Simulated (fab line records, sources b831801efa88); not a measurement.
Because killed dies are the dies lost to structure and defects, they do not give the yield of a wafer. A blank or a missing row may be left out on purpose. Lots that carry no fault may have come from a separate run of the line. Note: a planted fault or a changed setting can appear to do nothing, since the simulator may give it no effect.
Which tool did it? + flow sky130 + Sampling: 15 lots, 45 wafers, 4 of 708 route steps

== WHAT THE GAUGES SHOWED, per wafer ==
SKY_FIELD_ISO_CD_MEAS_13 targets a cd of 150 nm. Usual: cd_nm at 150.1 nm, with a standard deviation of 1.4.
| lot  | measured    | on        | cd_nm (nm)        | flag |
|------|-------------|-----------|-------------------|------|
| L496 | day 2 12:57 | cd_sem-01 | 148.0 148.1 148.4 |      |
| L497 | day 2 16:57 | cd_sem-02 | 150.3 150.7 149.3 |      |
| L499 | day 3 01:29 | cd_sem-02 | 150.0 148.9 149.9 |      |
| L500 | day 3 06:18 | cd_sem-01 | 150.5 151.4 150.1 |      |
| L502 | day 3 16:28 | cd_sem-02 | 150.0 151.4 151.2 |      |
| L503 | day 3 23:06 | cd_sem-01 | 151.9 150.9 152.9 |      |
| L504 | day 4 05:04 | cd_sem-01 | 149.3 150.5 150.5 |      |
| L507 | day 4 23:27 | cd_sem-01 | 149.7 150.6 151.3 |      |
| L508 | day 5 04:33 | cd_sem-01 | 149.7 148.5 149.7 |      |
| L509 | day 5 05:54 | cd_sem-02 | 152.9 153.8 151.9 |      |
| L510 | day 5 11:27 | cd_sem-02 | 150.6 151.3 152.0 |      |
| L513 | day 6 02:08 | cd_sem-02 | 150.3 150.7 150.7 |      |
| L514 | day 6 07:18 | cd_sem-02 | 148.3 148.4 149.5 |      |
| L517 | day 7 01:22 | cd_sem-02 | 149.0 147.9 149.0 |      |
| L518 | day 7 06:52 | cd_sem-02 | 146.4 148.4 149.2 |      |

SKY_SD_N_RS_MEAS_17: uses a four-point probe to measure. Usual: SD_P_RS typically reads 146.7 ohm/sq, with standard deviation 0.32.
| lot  | measured     | on            | SD_P_RS (ohm/sq)  | flag |
|------|--------------|---------------|-------------------|------|
| L496 | day 28 02:19 | film_metro-03 | 146.5 146.7 146.4 |      |
| L497 | day 28 14:43 | film_metro-01 | 146.5 146.8 146.6 |      |
| L499 | day 29 10:33 | film_metro-03 | 146.5 146.8 146.4 |      |
| L500 | day 30 00:58 | film_metro-03 | 146.9 147.3 147.1 |      |
| L502 | day 30 12:53 | film_metro-01 | 146.2 146.5 146.4 |      |
| L503 | day 30 17:07 | film_metro-04 | 146.4 146.9 146.8 |      |
| L504 | day 31 03:53 | film_metro-03 | 147.1 146.9 147.1 |      |
| L507 | day 32 15:43 | film_metro-03 | 146.4 146.6 146.5 |      |
| L508 | day 32 18:01 | film_metro-01 | 146.4 146.4 146.2 |      |
| L509 | day 32 18:26 | film_metro-03 | 146.3 146.9 146.4 |      |
| L510 | day 32 21:49 | film_metro-03 | 146.7 146.7 146.9 |      |
| L513 | day 34 15:55 | film_metro-03 | 146.1 145.9 146.3 |      |
| L514 | day 34 18:01 | film_metro-01 | 147.0 147.1 146.9 |      |
| L517 | day 35 08:59 | film_metro-01 | 146.7 146.3 146.8 |      |
| L518 | day 35 11:53 | film_metro-01 | 147.3 147.0 146.7 |      |

SKY_LOCAL_INTERCONNECT_OVL_MEAS_12. Usual: LOCAL_INTERCONNECT_OVL typically reads 1 nm, with standard deviation 6.3.
| lot  | measured     | on         | LOCAL_INTERCONNECT_OVL (nm) | flag |
|------|--------------|------------|-----------------------------|------|
| L496 | day 30 13:34 | overlay-02 | 14 5 9                      |      |
| L497 | day 31 01:07 | overlay-02 | 7 11 4                      |      |
| L499 | day 31 20:59 | overlay-01 | 2 4 -1                      |      |
| L500 | day 32 11:31 | overlay-02 | -5 3 4                      |      |
| L502 | day 32 21:44 | overlay-01 | 4 3 -1                      |      |
| L503 | day 33 02:34 | overlay-01 | 10 7 2                      |      |
| L504 | day 33 11:44 | overlay-01 | -8 -13 -11                  |      |
| L507 | day 34 23:55 | overlay-01 | -5 -4 -4                    |      |
| L508 | day 35 01:46 | overlay-02 | -5 -5 3                     |      |
| L509 | day 35 01:53 | overlay-01 | -3 3 5                      |      |
| L510 | day 35 04:43 | overlay-02 | 7 6 1                       |      |
| L513 | day 36 22:08 | overlay-02 | 4 -1 7                      |      |
| L514 | day 37 02:01 | overlay-01 | 2 -3 -2                     |      |
| L517 | day 37 16:08 | overlay-01 | 7 10 5                      |      |
| L518 | day 37 18:23 | overlay-01 | -2 -15 -9                   |      |

== WHICH TOOL RAN EACH LOT (tool, then ch and the chambers of the sampled wafers, then the start) ==
| lot  | SKY_VT_ADJUST_NCORE_DEVELOP_06    |
|------|-----------------------------------|
| L496 | litho_track-03 ch 0, day 8 22:10  |
| L497 | litho_track-02 ch 0, day 8 23:30  |
| L499 | litho_track-04 ch 0, day 9 16:18  |
| L500 | litho_track-04 ch 0, day 10 06:15 |
| L502 | litho_track-04 ch 0, day 10 20:17 |
| L503 | litho_track-02 ch 0, day 10 23:30 |
| L504 | litho_track-03 ch 0, day 11 04:26 |
| L507 | litho_track-03, day 12 06:34      |
| L508 | litho_track-04, day 12 15:00      |
| L509 | litho_track-04, day 12 15:19      |
| L510 | litho_track-04 ch 0, day 12 22:24 |
| L513 | litho_track-03 ch 0, day 14 13:01 |
| L514 | litho_track-04 ch 0, day 14 17:24 |
| L517 | litho_track-02 ch 0, day 15 05:59 |
| L518 | litho_track-02 ch 0, day 15 14:38 |
- SKY_VT_ADJUST_NCORE_DEVELOP_06: develop time 60 s.

== WHAT THE TOOLS THEMSELVES READ (means of the sampled wafers that have a number; where no wafer has one, the mark that the record gives instead) ==
SKY_VT_ADJUST_NCORE_DEVELOP_06. Usual: chill_plate_temp_C at 22.98 C, with a standard deviation of 0.12.
| lot  | tool           | chill_plate_temp_C (C) | flag |
|------|----------------|------------------------|------|
| L496 | litho_track-03 | 23.05                  |      |
| L497 | litho_track-02 | 23.02                  |      |
| L499 | litho_track-04 | 22.96                  |      |
| L500 | litho_track-04 | 23.05                  |      |
| L502 | litho_track-04 | 23.10                  |      |
| L503 | litho_track-02 | 22.85                  |      |
| L504 | litho_track-03 | 23.13                  |      |
| L507 | litho_track-03 | -                      | OFF  |
| L508 | litho_track-04 | -                      | OFF  |
| L509 | litho_track-04 | -                      | OFF  |
| L510 | litho_track-04 | 22.98                  |      |
| L513 | litho_track-03 | 23.07                  |      |
| L514 | litho_track-04 | 23.09                  |      |
| L517 | litho_track-02 | 23.04                  |      |
| L518 | litho_track-02 | 23.08                  |      |

== THE ANSWER, worked out from the rows above alone ==
Rule: take the mean of a lot's wafers that have a number; if it is more than 3 standard deviations from the usual mean, the lot is off. Also off: a lot with no number at a reading for which 4 or more lots have one. Any other lot the step has rows for is counted as sound. Order of review: gauges by route order, followed by the tools' own readings, for which a lot's mean as printed above is used. The first step at which some lot is off is used, and at that step the reading that is off furthest; a lot without a number counts as furthest.
Off: L507, L508, L509, at SKY_VT_ADJUST_NCORE_DEVELOP_06 (chill_plate_temp_C). Without a number there: L507, L508, L509.
If a tool, at that step or one of the process steps before it, ran each lot that is off and ran no sound lot following the first of them, it fits. Of those tried, none fits.

== WHAT THE SIMULATOR PUT IN ==
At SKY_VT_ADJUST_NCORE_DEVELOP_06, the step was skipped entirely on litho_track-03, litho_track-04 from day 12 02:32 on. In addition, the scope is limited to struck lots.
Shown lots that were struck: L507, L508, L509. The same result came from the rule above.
